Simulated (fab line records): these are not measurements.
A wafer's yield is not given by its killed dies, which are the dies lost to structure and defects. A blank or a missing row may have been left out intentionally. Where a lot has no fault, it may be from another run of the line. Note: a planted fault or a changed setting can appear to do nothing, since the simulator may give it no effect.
fab line records | flow gf180mcu
[record] lots = 12 | wafers = 36 | last-day = 34
route steps=602 shown M4@459 V4@480 MIM@508
lots that met no fault: taken from a fault-free run of the same line
start-h: hours from the record's opening day to when the first of the lot's shown wafers began | wait-h: time in hours since the lot's previous step | " same as the row above | L1.1+2: several wafers, shown together as one row | - no value, or no start given | * or withheld: withheld | < > ~ a bound
route shown NAME@n: NAME is a module with steps in the file, n the number in the route of the first one | usual: average and standard deviation across the fault-free wafers | same: alike in all rows | chamber/n: place in a boat | sites: readings site by site | _std_site: standard deviation across them | _edge_site: inner sites' mean taken away from outer sites' mean | radius-mm: how far each site lies from the wafer's centre | mask NAME#n: copy n | behind: the tool/chamber that last shaped the wafer | hold: reason for holding the lot/hours on hold/outcome of the hold | device: transistor that didn't switch, given as n, p or np | end of line: the route-end tests of the same wafers | a step with no rows: only its recipe | killed: dies lost to structure and defects at the first sort, not the wafer's yield | map: the dies of a wafer, with x for killed, . for not killed, _ for no die there
set.NAME: the setting that was run; set.NAME@STEP: the one run at that earlier step | model.NAME: the simulator's own value behind a step, which no gauge read
route steps across a sampled set of lots; one table per step, one row per wafer
services: when a tool's chamber went out of use (start-h, in hours from the record's first day, below 0 if earlier), for how many hours, and the reason
[[steps]]
[step GF_M4_SPUTTER_03]
[recipe] material = Ti | target-thk-nm = 10 | substrate-temp-c = 300 | chamber-pressure-pa = 0.3 | power-w = 3000 | time-s = 6.7
[usual] throttle-valve-pct = 29.4/0.87
lot.wafer | tool           | chamber | start-h | wait-h | throttle-valve-pct
L909.1    | pvd-sputter-02 | -       | 516.58  | 0.0    | 27.9
L909.3    | "              | -       | "       | "      | 29.7
L909.6    | "              | -       | "       | "      | 30.0
L910.3    | pvd-sputter-02 | -       | 531.04  | 0.0    | 29.9
L910.4    | "              | -       | "       | "      | 28.2
L910.6    | "              | -       | "       | "      | 29.9
L912.2    | pvd-sputter-04 | -       | 541.90  | 0.0    | 29.6
L912.3    | "              | -       | "       | "      | 31.1
L912.4    | "              | -       | "       | "      | 29.9
L914.2    | pvd-sputter-01 | -       | 564.06  | 0.0    | 27.8
L914.5    | "              | -       | "       | "      | 27.6
L914.6    | "              | -       | "       | "      | 29.3
L915.1    | pvd-sputter-01 | -       | 570.99  | 0.0    | 27.4
L915.3    | "              | -       | "       | "      | 28.9
L915.5    | "              | -       | "       | "      | 27.9
L919.2    | pvd-sputter-02 | -       | 607.94  | 0.0    | 29.6
L919.3    | "              | -       | "       | "      | 29.8
L919.4    | "              | -       | "       | "      | 30.0
L923.1    | pvd-sputter-04 | -       | 636.10  | 0.0    | 29.8
L923.2    | "              | -       | "       | "      | 29.5
L923.6    | "              | -       | "       | "      | 29.6
L927.2    | pvd-sputter-01 | -       | 662.21  | 0.0    | 29.1
L927.4    | "              | -       | "       | "      | 28.8
L927.6    | "              | -       | "       | "      | 28.7
L928.3    | pvd-sputter-02 | -       | 666.42  | 0.0    | 28.0
L928.5    | "              | -       | "       | "      | 29.9
L928.6    | "              | -       | "       | "      | 29.8
L929.1    | pvd-sputter-02 | -       | 672.78  | 0.0    | 30.1
L929.4    | "              | -       | "       | "      | 28.2
L929.6    | "              | -       | "       | "      | 27.9
L930.3    | pvd-sputter-04 | -       | 678.34  | 0.0    | 29.7
L930.4    | "              | -       | "       | "      | 30.0
L930.6    | "              | -       | "       | "      | 29.9
L932.2    | pvd-sputter-04 | -       | 689.99  | 0.0    | 31.3
L932.3    | "              | -       | "       | "      | 30.0
L932.4    | "              | -       | "       | "      | 30.1
[step GF_V4_CMP_04]
[recipe] material = SiO2 | down-force-psi = 4 | platen-rpm = 60 | pad-velocity-m-s = 0.94248
[usual] edge-zone-pressure-frac = 0.999/0.0051 | motor-current-A = 11.1/0.96 | retaining-ring-pressure-frac = 0.999/0.0046 | slurry-filter-dp-kPa = 13.50/0.13 | time-to-endpoint-s = 82/4.8
lot.wafer | tool   | chamber | start-h | wait-h | edge-zone-pressure-frac | motor-current-A | retaining-ring-pressure-frac | slurry-filter-dp-kPa | time-to-endpoint-s
L909.1    | cmp-02 | 1       | 540.81  | 0.1    | 0.996                   | 12.3            | 1.000                        | 13.46                | 85
L909.3    | "      | 3       | "       | "      | 1.002                   | 10.8            | 1.000                        | 13.47                | 82
L909.6    | "      | 1       | "       | "      | 1.004                   | 11.9            | 1.005                        | 13.68                | 84
L910.4    | cmp-02 | 1       | 554.80  | 0.0    | 1.004                   | 12.8            | 0.997                        | 13.56                | 86
L910.3    | "      | 0       | "       | "      | 0.993                   | 12.7            | 0.995                        | 13.61                | 84
L910.6    | "      | 2       | "       | "      | 1.001                   | 10.1            | 0.993                        | 13.40                | 83
L912.2    | cmp-02 | 3       | 566.10  | 0.1    | 1.003                   | 11.1            | 0.995                        | 13.48                | 81
L912.4    | "      | 0       | "       | "      | 1.008                   | 12.1            | 1.006                        | 13.47                | 89
L912.3    | "      | 1       | "       | "      | 1.001                   | 13.0            | 0.996                        | 13.45                | 84
L914.2    | cmp-01 | 0       | 587.11  | 0.1    | 1.001                   | 10.8            | 0.995                        | 13.51                | 80
L914.5    | "      | 2       | "       | "      | 0.996                   | 10.0            | 0.998                        | 13.20                | 83
L914.6    | "      | 3       | "       | "      | 0.992                   | 10.8            | 0.999                        | 13.64                | 88
L915.3    | cmp-02 | 0       | 593.58  | 0.1    | 0.994                   | 12.3            | 0.995                        | 13.84                | 80
L915.1    | "      | 2       | "       | "      | 0.993                   | 10.8            | 1.000                        | 13.44                | 74
L915.5    | "      | 3       | "       | "      | 1.004                   | 10.8            | 1.001                        | 13.47                | 89
L919.3    | cmp-02 | 3       | 629.64  | 0.0    | 1.000                   | 10.9            | 1.002                        | 13.64                | 79
L919.2    | "      | 1       | "       | "      | 1.000                   | 12.6            | 1.013                        | 13.54                | 79
L919.4    | "      | 2       | "       | "      | 0.996                   | 9.4             | 1.001                        | 13.52                | 78
L923.1    | cmp-02 | 2       | 656.61  | 0.1    | 0.990                   | 10.2            | 1.003                        | 13.50                | 80
L923.2    | "      | 0       | "       | "      | 1.003                   | 11.5            | 1.003                        | 13.51                | 80
L923.6    | "      | 2       | "       | "      | 1.001                   | 10.4            | 1.005                        | 13.52                | 81
L927.4    | cmp-02 | 1       | 682.51  | 0.0    | 1.002                   | 12.5            | 1.004                        | 13.72                | 83
L927.2    | "      | 0       | "       | "      | 1.001                   | 12.3            | 0.994                        | 13.64                | 85
L927.6    | "      | 1       | "       | "      | 1.001                   | 12.9            | 0.999                        | 13.71                | 89
L928.3    | cmp-01 | 0       | 686.78  | 0.2    | 1.009                   | 10.7            | 0.994                        | 13.34                | 75
L928.6    | "      | 1       | "       | "      | 1.003                   | 11.0            | 0.993                        | 13.63                | 86
L928.5    | "      | 2       | "       | "      | 1.010                   | 10.7            | 0.996                        | 13.57                | 81
L929.4    | cmp-02 | 1       | 693.08  | 0.2    | 0.989                   | 12.8            | 0.994                        | 13.59                | 81
L929.1    | "      | 2       | "       | "      | 1.003                   | 10.8            | 0.995                        | 13.46                | 80
L929.6    | "      | 1       | "       | "      | 0.997                   | 12.8            | 1.003                        | 13.41                | 80
L930.4    | cmp-01 | 3       | 698.26  | 0.1    | 1.005                   | 10.4            | 1.001                        | 13.56                | 93
L930.3    | "      | 1       | "       | "      | 1.000                   | 11.3            | 0.993                        | 13.72                | 82
L930.6    | "      | 2       | "       | "      | 0.999                   | 9.6             | 0.997                        | 13.49                | 80
L932.3    | cmp-01 | 3       | 709.53  | 0.0    | 1.012                   | 10.5            | 1.001                        | 13.46                | 83
L932.2    | "      | 0       | "       | "      | 1.000                   | 10.6            | 0.999                        | 13.51                | 79
L932.4    | "      | 1       | "       | "      | 0.991                   | 11.6            | 1.009                        | 13.49                | 79
[step GF_MIM_CVD_05]
[recipe] material = Si3N4 | target-thk-nm = 42 | temp-max-c = 400 | temp-c = 385 | time-s = 29.086 | rf-w = 450
[usual] heater-power-w = 682/69 | susceptor-temp-C = 384.98/0.23
lot.wafer | tool     | chamber | start-h | wait-h | heater-power-w | susceptor-temp-C
L909.1    | pecvd-03 | 0       | 565.68  | 0.0    | 660            | 385.12
L909.3    | "        | 1       | "       | "      | 603            | 385.04
L909.6    | "        | 0       | "       | "      | 641            | 385.16
L910.3    | pecvd-02 | 2       | 579.40  | 0.0    | 701            | 384.88
L910.4    | "        | 0       | "       | "      | 696            | 384.84
L910.6    | "        | 2       | "       | "      | 718            | 385.18
L912.2    | pecvd-03 | 0       | 589.88  | 0.0    | 615            | 385.33
L912.3    | "        | 2       | "       | "      | 594            | 384.77
L912.4    | "        | 1       | "       | "      | 544            | 384.82
L914.2    | pecvd-02 | 0       | 610.14  | 0.0    | 728            | 385.15
L914.5    | "        | 1       | "       | "      | 738            | 385.06
L914.6    | "        | 2       | "       | "      | 706            | 385.03
L915.1    | pecvd-02 | 2       | 616.43  | 0.0    | 713            | 385.04
L915.3    | "        | 1       | "       | "      | 738            | 385.06
L915.5    | "        | 0       | "       | "      | 735            | 384.91
L919.2    | pecvd-01 | 2       | 651.42  | 0.0    | 693            | 385.01
L919.3    | "        | 0       | "       | "      | 752            | 385.04
L919.4    | "        | 0       | "       | "      | 742            | 385.05
L923.1    | pecvd-01 | 1       | 678.23  | 0.0    | 632            | 384.98
L923.2    | "        | 0       | "       | "      | 727            | 384.99
L923.6    | "        | 1       | "       | "      | 628            | 385.07
L927.2    | pecvd-02 | 0       | 703.24  | 0.0    | 617            | 385.18
L927.4    | "        | 2       | "       | "      | 694            | 385.37
L927.6    | "        | 0       | "       | "      | 638            | 384.88
L928.3    | pecvd-01 | 2       | 707.59  | 0.0    | 835            | 384.74
L928.5    | "        | 2       | "       | "      | 805            | 385.15
L928.6    | "        | 0       | "       | "      | 758            | 384.97
L929.1    | pecvd-02 | 2       | 713.67  | 0.0    | 709            | 384.59
L929.4    | "        | 2       | "       | "      | 725            | 384.45
L929.6    | "        | 2       | "       | "      | 594            | 384.60
L930.3    | pecvd-01 | 0       | 718.89  | 0.0    | 689            | 384.96
L930.4    | "        | 1       | "       | "      | 638            | 384.60
L930.6    | "        | 2       | "       | "      | 756            | 384.85
L932.2    | pecvd-03 | 1       | 729.86  | 0.0    | 597            | 384.98
L932.3    | "        | 0       | "       | "      | 738            | 384.81
L932.4    | "        | 2       | "       | "      | 620            | 385.66
[step GF_MIM_THK_MEAS_06]
[recipe] reads = Si3N4_of_MIM_CVD_05
[usual] MIM_CVD_05_THK = 42.0/0.52
lot.wafer | tool          | chamber | start-h | wait-h | hold                     | MIM_CVD_05_THK[nm]
L909.1    | film-metro-01 | -       | 565.71  | 0.0    | -                        | 41.4
L909.3    | "             | -       | "       | "      | -                        | 41.3
L909.6    | "             | -       | "       | "      | -                        | 42.5
L910.3    | film-metro-04 | -       | 579.45  | 0.0    | -                        | 41.5
L910.4    | "             | -       | "       | "      | -                        | 42.2
L910.6    | "             | -       | "       | "      | -                        | 41.7
L912.2    | film-metro-04 | -       | 589.92  | 0.0    | -                        | 42.0
L912.3    | "             | -       | "       | "      | -                        | 42.0
L912.4    | "             | -       | "       | "      | -                        | 42.1
L914.2    | film-metro-02 | -       | 610.18  | 0.0    | await-dispo/0.2h/release | 44.8
L914.5    | "             | -       | "       | "      | await-dispo/0.2h/release | 43.4
L914.6    | "             | -       | "       | "      | await-dispo/0.2h/release | 42.4
L914.2    | film-metro-02 | -       | 610.41  | 0.2    | -                        | 44.7
L914.5    | "             | -       | "       | "      | -                        | 43.3
L914.6    | "             | -       | "       | "      | -                        | 42.4
L915.1    | film-metro-04 | -       | 616.47  | 0.0    | await-dispo/0.2h/release | 41.6
L915.3    | "             | -       | "       | "      | await-dispo/0.2h/release | 44.4
L915.5    | "             | -       | "       | "      | await-dispo/0.2h/release | 42.2
L915.1    | film-metro-04 | -       | 616.69  | 0.2    | -                        | 41.5
L915.3    | "             | -       | "       | "      | -                        | 44.4
L915.5    | "             | -       | "       | "      | -                        | 42.2
L919.2    | film-metro-04 | -       | 651.47  | 0.0    | -                        | 41.6
L919.3    | "             | -       | "       | "      | -                        | 42.1
L919.4    | "             | -       | "       | "      | -                        | 42.5
L923.1    | film-metro-01 | -       | 678.27  | 0.0    | -                        | 41.7
L923.2    | "             | -       | "       | "      | -                        | 41.7
L923.6    | "             | -       | "       | "      | -                        | 42.7
L927.2    | film-metro-01 | -       | 703.30  | 0.0    | -                        | 41.4
L927.4    | "             | -       | "       | "      | -                        | 42.3
L927.6    | "             | -       | "       | "      | -                        | 41.8
L928.3    | film-metro-02 | -       | 707.64  | 0.0    | -                        | 41.8
L928.5    | "             | -       | "       | "      | -                        | 42.7
L928.6    | "             | -       | "       | "      | -                        | 42.6
L929.1    | film-metro-02 | -       | 713.77  | 0.1    | -                        | 42.3
L929.4    | "             | -       | "       | "      | -                        | 42.8
L929.6    | "             | -       | "       | "      | -                        | 42.7
L930.3    | film-metro-01 | -       | 718.95  | 0.0    | -                        | 42.0
L930.4    | "             | -       | "       | "      | -                        | 42.5
L930.6    | "             | -       | "       | "      | -                        | 42.0
L932.2    | film-metro-01 | -       | 729.91  | 0.0    | -                        | 40.7
L932.3    | "             | -       | "       | "      | -                        | 41.2
L932.4    | "             | -       | "       | "      | -                        | 41.5
[step GF_MIM_SPUTTER_09]
[recipe] material = TiN | target-thk-nm = 35 | power-w = 6500 | time-s = 29.2 | chamber-pressure-pa = 0.4
[usual] throttle-valve-pct = 29.3/0.95
lot.wafer | tool           | chamber | start-h | wait-h | throttle-valve-pct
L909.1    | pvd-sputter-01 | -       | 565.84  | 0.0    | 28.9
L909.3    | "              | -       | "       | "      | 29.0
L909.6    | "              | -       | "       | "      | 27.9
L910.3    | pvd-sputter-02 | -       | 579.56  | 0.0    | 29.9
L910.4    | "              | -       | "       | "      | 30.0
L910.6    | "              | -       | "       | "      | 28.2
L912.2    | pvd-sputter-02 | -       | 590.04  | 0.0    | 29.7
L912.3    | "              | -       | "       | "      | 29.8
L912.4    | "              | -       | "       | "      | 29.8
L914.2    | pvd-sputter-01 | -       | 610.96  | 0.0    | 28.9
L914.5    | "              | -       | "       | "      | 28.9
L914.6    | "              | -       | "       | "      | 28.7
L915.1    | pvd-sputter-01 | -       | 619.77  | 0.0    | 28.9
L915.3    | "              | -       | "       | "      | 28.4
L915.5    | "              | -       | "       | "      | 28.8
L919.2    | pvd-sputter-01 | -       | 651.58  | 0.0    | 29.5
L919.3    | "              | -       | "       | "      | 27.8
L919.4    | "              | -       | "       | "      | 28.9
L923.1    | pvd-sputter-02 | -       | 678.39  | 0.0    | 30.0
L923.2    | "              | -       | "       | "      | 28.0
L923.6    | "              | -       | "       | "      | 28.0
L927.2    | pvd-sputter-02 | -       | 703.42  | 0.0    | 28.1
L927.4    | "              | -       | "       | "      | 29.9
L927.6    | "              | -       | "       | "      | 28.0
L928.3    | pvd-sputter-01 | -       | 707.75  | 0.0    | 27.8
L928.5    | "              | -       | "       | "      | 27.8
L928.6    | "              | -       | "       | "      | 29.2
L929.1    | pvd-sputter-03 | -       | 713.89  | 0.0    | 29.3
L929.4    | "              | -       | "       | "      | 31.2
L929.6    | "              | -       | "       | "      | 29.0
L930.3    | pvd-sputter-03 | -       | 719.05  | 0.0    | 29.4
L930.4    | "              | -       | "       | "      | 31.6
L930.6    | "              | -       | "       | "      | 28.9
L932.2    | pvd-sputter-01 | -       | 730.02  | 0.0    | 29.1
L932.3    | "              | -       | "       | "      | 28.7
L932.4    | "              | -       | "       | "      | 29.3
[[services]]
tool           | chamber | start-h | hours | kind
pvd-sputter-04 | -       | 495.69  | 2.8   | repair
cmp-02         | -       | 498.37  | 1.2   | repair
pecvd-02       | -       | 503.00  | 3.3   | repair
pecvd-02       | 1       | 505.28  | 4.7   | repair
pecvd-02       | -       | 507.76  | 6.0   | pm
cmp-01         | -       | 509.82  | 27.9  | repair
cmp-01         | -       | 526.59  | 1.3   | repair
cmp-01         | -       | 533.81  | 0.8   | repair
cmp-01         | -       | 537.77  | 5.8   | pm
pvd-sputter-04 | -       | 547.61  | 17.1  | repair
cmp-02         | -       | 555.20  | 3.6   | pm
pvd-sputter-02 | -       | 562.78  | 9.5   | repair
pecvd-01       | 1       | 568.35  | 3.9   | repair
cmp-01         | -       | 572.00  | 4.0   | pm
cmp-02         | -       | 583.42  | 1.5   | repair
pecvd-01       | -       | 591.12  | 14.0  | pm
cmp-02         | -       | 599.08  | 7.7   | pm
pvd-sputter-01 | -       | 602.63  | 1.8   | repair
pvd-sputter-01 | -       | 689.62  | 0.5   | repair
cmp-02         | -       | 690.26  | 1.8   | repair
cmp-02         | -       | 701.33  | 1.1   | repair
pecvd-02       | 1       | 701.69  | 13.3  | repair
cmp-02         | -       | 709.50  | 1.0   | repair
pecvd-02       | 0       | 710.71  | 49.5  | repair
[[key]]
[first-sign] step = GF_MIM_THK_MEAS_06 | reading = visit | direction = added
[effect] step = GF_MIM_THK_MEAS_06 | reading = MIM_CVD_05_THK | direction = up | sigmas = 4.9 | usual = 42.0 | struck = 44.6
met-at GF_MIM_CVD_05
struck-lots L914,L915
struck-wafers L914.2,L915.3
not-acting-at GF_M4_SPUTTER_03,GF_V4_CMP_04,GF_MIM_SPUTTER_09
onset-between 579.40 610.14
[fault] kind = process-parameter-drift | tool = pecvd-02 | chamber = - | onset-h = 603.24 | steps = GF_MIM_CVD_05 | channel = target-thk-nm | offset = 2.4992 | shape = step | end-h = 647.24 | scope = struck-wafers-only | acts-in = these-recipes-only | stated = 42
